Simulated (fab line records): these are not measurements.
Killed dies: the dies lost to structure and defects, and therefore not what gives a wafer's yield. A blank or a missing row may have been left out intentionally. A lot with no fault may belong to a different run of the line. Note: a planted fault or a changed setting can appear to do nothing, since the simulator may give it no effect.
fab line records + flow sky130
[record]
- lots = 15
- wafers = 45
- last_day = 50
route steps=708 shown VIA3@576
lots that met no fault: taken from a fault-free run of the same line
start_h: the number of hours between the record's first day and the start of the first shown wafer of the lot + wait_h: hours elapsed since this lot's preceding step + " repeats the value in the row above + L1.1+2: one row covering several wafers at once + - no value, or no start given + * or withheld: withheld + < > ~ a bound
route shown NAME@n: a module of which the file shows steps, and the number in the route of the first + usual: the fault-free wafers' mean and standard deviation + same: alike in all rows + chamber/n: place in a boat + sites: each site's reading + _std_site: standard deviation of those values + _edge_site: mean of outer sites minus mean of inner sites + radius_mm: how far each site lies from the wafer's centre + mask NAME#n: copy n + behind: the last tool/chamber to shape the wafer + hold: why the lot was held/for how many hours/how that ended + device: which transistor (n, p or np) failed to switch + end of line: the route-end tests of the same wafers + a step without rows: its recipe alone + killed: at the first sort, the dies lost to defects and structure; wafer yield is something else + map: per-die view of a wafer (x killed, . not killed, _ where there is no die)
set.NAME: the run value of the setting; set.NAME@STEP: its run value at that earlier step + model.NAME: the simulator's own value behind a step, which no gauge read
a sample of lots followed through the steps of the route, with each step as a table and each wafer as a row
services: a tool's chamber out of use, with start hour (start_h, from the record's first day; less than 0 if before it), hours out, and reason
[[steps]]
[step SKY_VIA3_BOW_MEAS_03]
[recipe]
- mode = bow
[usual]
- VIA3_BOW = 80/7.5
| lot.wafer | tool          | chamber | start_h | wait_h | VIA3_BOW[um] |
|-----------|---------------|---------|---------|--------|--------------|
| L455.2    | film_metro-04 | -       | 904.03  | 0.2    | 82           |
| L455.4    | "             | -       | "       | "      | 80           |
| L455.6    | "             | -       | "       | "      | 85           |
| L456.1    | film_metro-02 | -       | 933.24  | 0.1    | 85           |
| L456.2    | "             | -       | "       | "      | 89           |
| L456.6    | "             | -       | "       | "      | 77           |
| L458.2    | film_metro-04 | -       | 935.03  | 0.1    | 84           |
| L458.4    | "             | -       | "       | "      | 92           |
| L458.5    | "             | -       | "       | "      | 83           |
| L457.1    | film_metro-02 | -       | 936.22  | 0.2    | 73           |
| L457.2    | "             | -       | "       | "      | 63           |
| L457.4    | "             | -       | "       | "      | 78           |
| L459.1    | film_metro-02 | -       | 938.08  | 0.2    | 81           |
| L459.3    | "             | -       | "       | "      | 74           |
| L459.5    | "             | -       | "       | "      | 86           |
| L462.1    | film_metro-04 | -       | 964.26  | 0.2    | 77           |
| L462.4    | "             | -       | "       | "      | 86           |
| L462.5    | "             | -       | "       | "      | 85           |
| L467.2    | film_metro-01 | -       | 997.18  | 0.3    | 69           |
| L467.4    | "             | -       | "       | "      | 84           |
| L467.6    | "             | -       | "       | "      | 72           |
| L468.2    | film_metro-02 | -       | 1003.06 | 0.1    | 68           |
| L468.4    | "             | -       | "       | "      | 85           |
| L468.5    | "             | -       | "       | "      | 78           |
| L470.2    | film_metro-02 | -       | 1017.02 | 0.1    | 94           |
| L470.3    | "             | -       | "       | "      | 82           |
| L470.5    | "             | -       | "       | "      | 84           |
| L471.2    | film_metro-02 | -       | 1023.23 | 0.1    | 80           |
| L471.3    | "             | -       | "       | "      | 81           |
| L471.5    | "             | -       | "       | "      | 82           |
| L472.3    | film_metro-04 | -       | 1024.26 | 0.1    | 82           |
| L472.5    | "             | -       | "       | "      | 77           |
| L472.6    | "             | -       | "       | "      | 90           |
| L473.1    | film_metro-02 | -       | 1043.43 | 0.3    | 87           |
| L473.3    | "             | -       | "       | "      | 86           |
| L473.6    | "             | -       | "       | "      | 83           |
| L475.2    | film_metro-04 | -       | 1048.60 | 0.1    | 80           |
| L475.3    | "             | -       | "       | "      | 75           |
| L475.5    | "             | -       | "       | "      | 71           |
| L477.2    | film_metro-02 | -       | 1077.89 | 0.2    | 60           |
| L477.4    | "             | -       | "       | "      | 77           |
| L477.6    | "             | -       | "       | "      | 77           |
| L476.3    | film_metro-02 | -       | 1081.70 | 0.2    | 75           |
| L476.5    | "             | -       | "       | "      | 79           |
| L476.6    | "             | -       | "       | "      | 71           |
[step SKY_VIA3_EXPOSE_09]
[recipe]
- mask_id = VIM3
- na = 0.8
- source_shape = annular
- sigma_inner = 0.55
- sigma_outer = 0.85
- target_cd_nm = 200
- dose_mj = 38
[usual]
- exposure_dose_mJ_cm2 = 37.98/0.039
- focus_offset_nm = -0.2/0.5
| lot.wafer | tool           | chamber | start_h | wait_h | mask   | exposure_dose_mJ_cm2 | focus_offset_nm |
|-----------|----------------|---------|---------|--------|--------|----------------------|-----------------|
| L455.2    | krf_scanner-02 | 0       | 917.13  | -      | VIM3#0 | 38.01                | -0.2            |
| L455.4    | "              | 0       | "       | "      | VIM3#0 | 37.99                | 0.0             |
| L455.6    | "              | 0       | "       | "      | VIM3#0 | 38.02                | -1.0            |
| L456.1    | krf_scanner-01 | 0       | 945.33  | -      | VIM3#0 | 37.98                | -0.2            |
| L456.2    | "              | 0       | "       | "      | VIM3#0 | 38.01                | 0.0             |
| L456.6    | "              | 0       | "       | "      | VIM3#0 | 38.02                | -0.4            |
| L458.2    | krf_scanner-01 | -       | 947.11  | -      | VIM3#0 | -                    | -               |
| L458.4    | "              | -       | "       | "      | VIM3#0 | -                    | -               |
| L458.5    | "              | -       | "       | "      | VIM3#0 | -                    | -               |
| L457.1    | krf_scanner-01 | -       | 947.87  | -      | VIM3#0 | -                    | -               |
| L457.2    | "              | -       | "       | "      | VIM3#0 | -                    | -               |
| L457.4    | "              | -       | "       | "      | VIM3#0 | -                    | -               |
| L459.1    | krf_scanner-01 | -       | 950.14  | -      | VIM3#0 | -                    | -               |
| L459.3    | "              | -       | "       | "      | VIM3#0 | -                    | -               |
| L459.5    | "              | -       | "       | "      | VIM3#0 | -                    | -               |
| L462.1    | krf_scanner-02 | 0       | 976.10  | -      | VIM3#0 | 38.02                | -0.5            |
| L462.4    | "              | 0       | "       | "      | VIM3#0 | 38.02                | 0.4             |
| L462.5    | "              | 0       | "       | "      | VIM3#0 | 38.03                | -0.6            |
| L467.2    | krf_scanner-01 | 0       | 1009.45 | -      | VIM3#0 | 37.96                | 0.0             |
| L467.4    | "              | 0       | "       | "      | VIM3#0 | 38.00                | 0.2             |
| L467.6    | "              | 0       | "       | "      | VIM3#0 | 37.94                | -0.6            |
| L468.2    | krf_scanner-02 | 0       | 1016.30 | -      | VIM3#0 | 38.01                | 0.4             |
| L468.4    | "              | 0       | "       | "      | VIM3#0 | 37.97                | 0.4             |
| L468.5    | "              | 0       | "       | "      | VIM3#0 | 37.95                | 0.1             |
| L470.2    | krf_scanner-01 | 0       | 1027.70 | -      | VIM3#0 | 37.92                | 1.0             |
| L470.3    | "              | 0       | "       | "      | VIM3#0 | 37.97                | 0.0             |
| L470.5    | "              | 0       | "       | "      | VIM3#0 | 38.01                | 0.1             |
| L471.2    | krf_scanner-02 | 0       | 1036.10 | -      | VIM3#0 | 37.92                | 0.4             |
| L471.3    | "              | 0       | "       | "      | VIM3#0 | 37.98                | -0.4            |
| L471.5    | "              | 0       | "       | "      | VIM3#0 | 38.00                | -0.6            |
| L472.3    | krf_scanner-01 | 0       | 1037.08 | -      | VIM3#0 | 37.88                | 0.1             |
| L472.5    | "              | 0       | "       | "      | VIM3#0 | 37.93                | -0.4            |
| L472.6    | "              | 0       | "       | "      | VIM3#0 | 37.98                | -0.2            |
| L473.1    | krf_scanner-01 | 0       | 1053.42 | -      | VIM3#0 | 37.93                | -0.4            |
| L473.3    | "              | 0       | "       | "      | VIM3#0 | 37.90                | -0.4            |
| L473.6    | "              | 0       | "       | "      | VIM3#0 | 37.94                | 0.2             |
| L475.2    | krf_scanner-01 | 0       | 1060.22 | -      | VIM3#0 | 37.96                | 0.0             |
| L475.3    | "              | 0       | "       | "      | VIM3#0 | 37.93                | 0.2             |
| L475.5    | "              | 0       | "       | "      | VIM3#0 | 37.96                | 1.0             |
| L477.2    | krf_scanner-02 | 0       | 1088.60 | -      | VIM3#0 | 37.99                | -0.2            |
| L477.4    | "              | 0       | "       | "      | VIM3#0 | 37.99                | -1.1            |
| L477.6    | "              | 0       | "       | "      | VIM3#0 | 37.99                | -0.4            |
| L476.3    | krf_scanner-01 | 0       | 1091.63 | -      | VIM3#0 | 37.95                | 0.3             |
| L476.5    | "              | 0       | "       | "      | VIM3#0 | 37.88                | 0.4             |
| L476.6    | "              | 0       | "       | "      | VIM3#0 | 37.98                | 0.3             |
[step SKY_VIA3_CD_MEAS_12]
[recipe]
- target_cd_nm = 200
[usual]
- cd_nm = 200.0/1.3
| lot.wafer | tool      | chamber | start_h | wait_h | cd_nm |
|-----------|-----------|---------|---------|--------|-------|
| L455.2    | cd_sem-02 | -       | 929.47  | -      | 200.0 |
| L455.4    | "         | -       | "       | "      | 200.0 |
| L455.6    | "         | -       | "       | "      | 200.4 |
| L456.1    | cd_sem-02 | -       | 957.77  | -      | 200.6 |
| L456.2    | "         | -       | "       | "      | 200.8 |
| L456.6    | "         | -       | "       | "      | 200.1 |
| L458.2    | cd_sem-02 | -       | 959.66  | -      | -     |
| L458.4    | "         | -       | "       | "      | -     |
| L458.5    | "         | -       | "       | "      | -     |
| L457.1    | cd_sem-02 | -       | 959.99  | -      | -     |
| L457.2    | "         | -       | "       | "      | -     |
| L457.4    | "         | -       | "       | "      | -     |
| L459.1    | cd_sem-02 | -       | 962.39  | -      | -     |
| L459.3    | "         | -       | "       | "      | -     |
| L459.5    | "         | -       | "       | "      | -     |
| L462.1    | cd_sem-01 | -       | 987.94  | -      | 200.7 |
| L462.4    | "         | -       | "       | "      | 199.7 |
| L462.5    | "         | -       | "       | "      | 199.6 |
| L467.2    | cd_sem-01 | -       | 1020.24 | -      | 199.8 |
| L467.4    | "         | -       | "       | "      | 200.4 |
| L467.6    | "         | -       | "       | "      | 200.1 |
| L468.2    | cd_sem-01 | -       | 1025.97 | -      | 200.3 |
| L468.4    | "         | -       | "       | "      | 199.8 |
| L468.5    | "         | -       | "       | "      | 200.9 |
| L470.2    | cd_sem-01 | -       | 1040.12 | -      | 198.7 |
| L470.3    | "         | -       | "       | "      | 199.9 |
| L470.5    | "         | -       | "       | "      | 200.4 |
| L471.2    | cd_sem-01 | -       | 1046.39 | -      | 198.9 |
| L471.3    | "         | -       | "       | "      | 199.0 |
| L471.5    | "         | -       | "       | "      | 199.7 |
| L472.3    | cd_sem-02 | -       | 1047.09 | -      | 199.9 |
| L472.5    | "         | -       | "       | "      | 200.6 |
| L472.6    | "         | -       | "       | "      | 201.4 |
| L473.1    | cd_sem-02 | -       | 1064.39 | -      | 200.6 |
| L473.3    | "         | -       | "       | "      | 202.0 |
| L473.6    | "         | -       | "       | "      | 199.6 |
| L475.2    | cd_sem-01 | -       | 1069.91 | -      | 198.0 |
| L475.3    | "         | -       | "       | "      | 198.7 |
| L475.5    | "         | -       | "       | "      | 199.3 |
| L477.2    | cd_sem-02 | -       | 1097.68 | -      | 200.8 |
| L477.4    | "         | -       | "       | "      | 200.1 |
| L477.6    | "         | -       | "       | "      | 200.1 |
| L476.3    | cd_sem-01 | -       | 1101.46 | -      | 197.3 |
| L476.5    | "         | -       | "       | "      | 199.1 |
| L476.6    | "         | -       | "       | "      | 200.8 |
[step SKY_VIA3_STRIP_16]
[recipe]
- chemistry = O2/N2
- power_w = 1400
- pressure_mtorr = 1500
- platen_temp_c = withheld
- o2_flow_sccm = 3000
- n2_flow_sccm = 300
- overash_fraction = 0.5
[usual]
- drypump_motor_current_A = 5.8/0.46
- oes_product_au = 0.402/0.0046
- strip_time_to_endpoint_s = 4.139/0.021
| lot.wafer | tool            | chamber | start_h | wait_h | drypump_motor_current_A | oes_product_au | rf_hours_counter_h | strip_time_to_endpoint_s |
|-----------|-----------------|---------|---------|--------|-------------------------|----------------|--------------------|--------------------------|
| L455.2    | plasma_asher-03 | 1       | 929.71  | 0.0    | 6.4                     | 0.401          | 20                 | 4.117                    |
| L455.4    | "               | 1       | "       | "      | 6.3                     | 0.400          | -                  | 4.142                    |
| L455.6    | "               | 0       | "       | "      | 5.6                     | 0.398          | -                  | 4.129                    |
| L456.1    | plasma_asher-03 | 1       | 958.03  | 0.0    | 6.3                     | 0.397          | 23                 | 4.124                    |
| L456.2    | "               | 0       | "       | "      | 5.5                     | 0.395          | 23                 | 4.140                    |
| L456.6    | "               | 1       | "       | "      | 6.3                     | 0.406          | -                  | 4.093                    |
| L458.2    | plasma_asher-01 | 0       | 959.90  | 0.0    | 6.2                     | 0.401          | 110                | 4.143                    |
| L458.4    | "               | 1       | "       | "      | 5.6                     | 0.403          | -                  | 4.109                    |
| L458.5    | "               | 0       | "       | "      | 6.2                     | 0.404          | -                  | 4.126                    |
| L457.1    | plasma_asher-03 | 1       | 960.25  | 0.0    | 6.3                     | 0.396          | 23                 | 4.140                    |
| L457.2    | "               | 0       | "       | "      | 5.6                     | 0.400          | 23                 | 4.131                    |
| L457.4    | "               | 0       | "       | "      | 5.5                     | 0.403          | -                  | 4.145                    |
| L459.1    | plasma_asher-01 | 0       | 962.65  | 0.0    | 6.2                     | 0.409          | 110                | 4.153                    |
| L459.3    | "               | 1       | "       | "      | 5.6                     | 0.403          | -                  | 4.159                    |
| L459.5    | "               | 1       | "       | "      | 5.6                     | 0.400          | -                  | 4.172                    |
| L462.1    | plasma_asher-01 | 0       | 988.20  | 0.0    | 6.2                     | 0.407          | 113                | 4.134                    |
| L462.4    | "               | 1       | "       | "      | 5.6                     | 0.401          | -                  | 4.146                    |
| L462.5    | "               | 0       | "       | "      | 6.2                     | 0.399          | -                  | 4.155                    |
| L467.2    | plasma_asher-01 | 0       | 1020.48 | 0.0    | 6.2                     | 0.402          | 116                | 4.151                    |
| L467.4    | "               | 0       | "       | "      | 6.2                     | 0.402          | -                  | 4.171                    |
| L467.6    | "               | 1       | "       | "      | 5.6                     | 0.408          | -                  | 4.168                    |
| L468.2    | plasma_asher-01 | 1       | 1026.21 | 0.0    | 5.6                     | 0.406          | 117                | 4.108                    |
| L468.4    | "               | 1       | "       | "      | 5.6                     | 0.397          | -                  | 4.097                    |
| L468.5    | "               | 1       | "       | "      | 5.6                     | 0.397          | -                  | 4.096                    |
| L470.2    | plasma_asher-03 | 1       | 1040.36 | 0.0    | 6.3                     | 0.405          | 31                 | 4.167                    |
| L470.3    | "               | 1       | "       | "      | 6.3                     | 0.398          | -                  | 4.140                    |
| L470.5    | "               | 0       | "       | "      | 5.6                     | 0.403          | -                  | 4.180                    |
| L471.2    | plasma_asher-01 | 0       | 1046.63 | 0.0    | 6.2                     | 0.399          | 118                | 4.130                    |
| L471.3    | "               | 1       | "       | "      | 5.6                     | 0.399          | -                  | 4.152                    |
| L471.5    | "               | 1       | "       | "      | 5.6                     | 0.391          | -                  | 4.116                    |
| L472.3    | plasma_asher-04 | 0       | 1047.37 | 0.1    | 5.9                     | 0.401          | -                  | 4.173                    |
| L472.5    | "               | 1       | "       | "      | 4.9                     | 0.400          | -                  | 4.117                    |
| L472.6    | "               | 0       | "       | "      | 5.8                     | 0.408          | -                  | 4.135                    |
| L473.1    | plasma_asher-03 | 0       | 1064.65 | 0.0    | 5.6                     | 0.405          | 34                 | 4.159                    |
| L473.3    | "               | 0       | "       | "      | 5.5                     | 0.406          | -                  | 4.157                    |
| L473.6    | "               | 1       | "       | "      | 6.3                     | 0.409          | -                  | 4.159                    |
| L475.2    | plasma_asher-03 | 0       | 1070.15 | 0.0    | 5.6                     | 0.407          | 34                 | 4.181                    |
| L475.3    | "               | 1       | "       | "      | 6.4                     | 0.404          | -                  | 4.138                    |
| L475.5    | "               | 1       | "       | "      | 6.3                     | 0.403          | -                  | 4.140                    |
| L477.2    | plasma_asher-03 | 1       | 1097.91 | 0.0    | 6.3                     | 0.401          | 37                 | 4.163                    |
| L477.4    | "               | 1       | "       | "      | 6.3                     | 0.391          | -                  | 4.114                    |
| L477.6    | "               | 1       | "       | "      | 6.3                     | 0.404          | -                  | 4.160                    |
| L476.3    | plasma_asher-01 | 1       | 1101.71 | 0.1    | 5.6                     | 0.395          | -                  | 4.136                    |
| L476.5    | "               | 0       | "       | "      | 6.2                     | 0.402          | -                  | 4.145                    |
| L476.6    | "               | 1       | "       | "      | 5.6                     | 0.397          | -                  | 4.111                    |
[[services]]
| tool            | chamber | start_h | hours | kind        |
|-----------------|---------|---------|-------|-------------|
| plasma_asher-01 | -       | 925.50  | 15.6  | pm          |
| krf_scanner-02  | -       | 929.64  | 1.3   | pm          |
| krf_scanner-02  | -       | 957.54  | 0.8   | pm          |
| krf_scanner-02  | -       | 963.90  | 1.0   | pm          |
| plasma_asher-03 | -       | 969.71  | 0.7   | repair      |
| krf_scanner-02  | -       | 976.87  | 0.3   | repair      |
| krf_scanner-02  | -       | 983.04  | 3.6   | pm          |
| krf_scanner-01  | -       | 988.74  | 1.0   | pm          |
| plasma_asher-01 | -       | 1014.94 | 0.6   | repair      |
| krf_scanner-01  | -       | 1015.96 | 4.4   | pm          |
| krf_scanner-01  | 0       | 1029.81 | -     | calibration |
| krf_scanner-01  | -       | 1030.00 | 1.3   | pm          |
| krf_scanner-02  | 0       | 1030.57 | -     | calibration |
| plasma_asher-01 | -       | 1033.46 | 2.8   | pm          |
| plasma_asher-01 | -       | 1040.23 | 4.3   | pm          |
| krf_scanner-01  | -       | 1051.25 | 0.8   | pm          |
| plasma_asher-01 | -       | 1055.25 | 9.0   | pm          |
| plasma_asher-01 | 0       | 1055.25 | 9.0   | vent_cycle  |
| plasma_asher-01 | 1       | 1055.25 | 9.0   | vent_cycle  |
| plasma_asher-01 | 0       | 1064.25 | -     | clean       |
| plasma_asher-01 | 1       | 1064.25 | -     | clean       |
[[key]]
[first_sign]
- step = SKY_VIA3_EXPOSE_09
- reading = tool_record
- direction = missing
effect none on later readings
met_at SKY_VIA3_EXPOSE_09
struck_lots L457,L458,L459
later_rows_left_out L457.1,L457.2,L457.4,L458.2,L458.4,L458.5,L459.1,L459.3,L459.5
sort_left_out L457.1,L457.2,L457.4,L458.2,L458.4,L458.5,L459.1,L459.3,L459.5
not_acting_at SKY_VIA3_BOW_MEAS_03,SKY_VIA3_CD_MEAS_12,SKY_VIA3_STRIP_16
onset_between 945.33 947.11
[fault]
- kind = skipped_step_whole
- tool = krf_scanner-01
- chamber = -
- onset_h = 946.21
- steps = SKY_VIA3_EXPOSE_09
- scope = struck_lots_only
// sort_left_out: the simulated sort isn't trusted on such a fault, so these wafers' sort isn't shown, and their yield isn't known
// later_rows_left_out: the simulator's readings of these wafers behind a module that went badly wrong aren't trusted and aren't shown, but for the sort
